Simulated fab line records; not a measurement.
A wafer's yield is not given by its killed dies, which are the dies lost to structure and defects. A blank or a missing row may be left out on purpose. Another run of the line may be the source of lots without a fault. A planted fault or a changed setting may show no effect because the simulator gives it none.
Which tool did it?	flow sfqLine	21 wafers from 7 lots sampled at 2 of the route's 325 steps

WHAT THE GAUGES SHOWED, per wafer
SFQ_JJ_RS_MEAS_929: uses a four-point probe to measure.
lot	measured	on	JJ_NB_RS (ohm/sq)
L875	day 45 01:07	filmMetro-02	1.054 1.041 1.056
L883	day 53 01:13	filmMetro-01	1.050 0.886 1.045
L885	day 56 18:35	filmMetro-04	1.060 1.047 1.040
L888	day 57 13:54	filmMetro-04	1.047 1.041 1.040
L890	day 57 22:25	filmMetro-04	1.065 1.070 1.049
L893	day 64 17:50	filmMetro-04	1.055 1.067 1.051
L896	day 65 21:01	filmMetro-01	1.039 1.043 1.055

EACH LOT AND THE TOOL THAT RAN IT (in order: tool; ch and the chambers of the sampled wafers; start)
lot	SFQ_TRILAYER_JJ_TRILAYER_DEP_SPUTTER_112
L875	pvdSputter-06, day 45 01:02
L883	pvdSputter-06, day 53 01:07
L885	pvdSputter-06, day 56 18:28
L888	pvdSputter-06, day 57 13:49
L890	pvdSputter-05, day 57 22:19
L893	pvdSputter-04, day 64 17:46
L896	pvdSputter-04, day 65 20:56
- SFQ_TRILAYER_JJ_TRILAYER_DEP_SPUTTER_112: material Nb, target thk 170 nm, time 113.3 s.

THE ANSWER, worked out from the rows above alone
Rule: usual is defined by the lots themselves. The widest of any qualifying gaps counts: lots, ordered by their means at a reading, are off when they make up no more than a third of the lots, leave a main group of 4 or more, and stand apart from it by 3 or more times the standard deviation of that group's means. A main group is skipped when, at the precision printed for the reading in the tables above, its means are all equal. Also off: a lot with no number at a reading for which 4 or more lots have one. All remaining lots with rows at the step are treated as sound.
Off: L883, seen at SFQ_JJ_RS_MEAS_929 (JJ_NB_RS). Main group: mean 1.051 ohm/sq, sd 0.0065.
A tool fits if, at a process step before that reading, it ran every lot that is off, and no sound lot after the first of them. Those tools and the gauges at SFQ_JJ_RS_MEAS_929 are tried in the same way. None of those tried fits.

WHAT THE SIMULATOR HAD INSERTED
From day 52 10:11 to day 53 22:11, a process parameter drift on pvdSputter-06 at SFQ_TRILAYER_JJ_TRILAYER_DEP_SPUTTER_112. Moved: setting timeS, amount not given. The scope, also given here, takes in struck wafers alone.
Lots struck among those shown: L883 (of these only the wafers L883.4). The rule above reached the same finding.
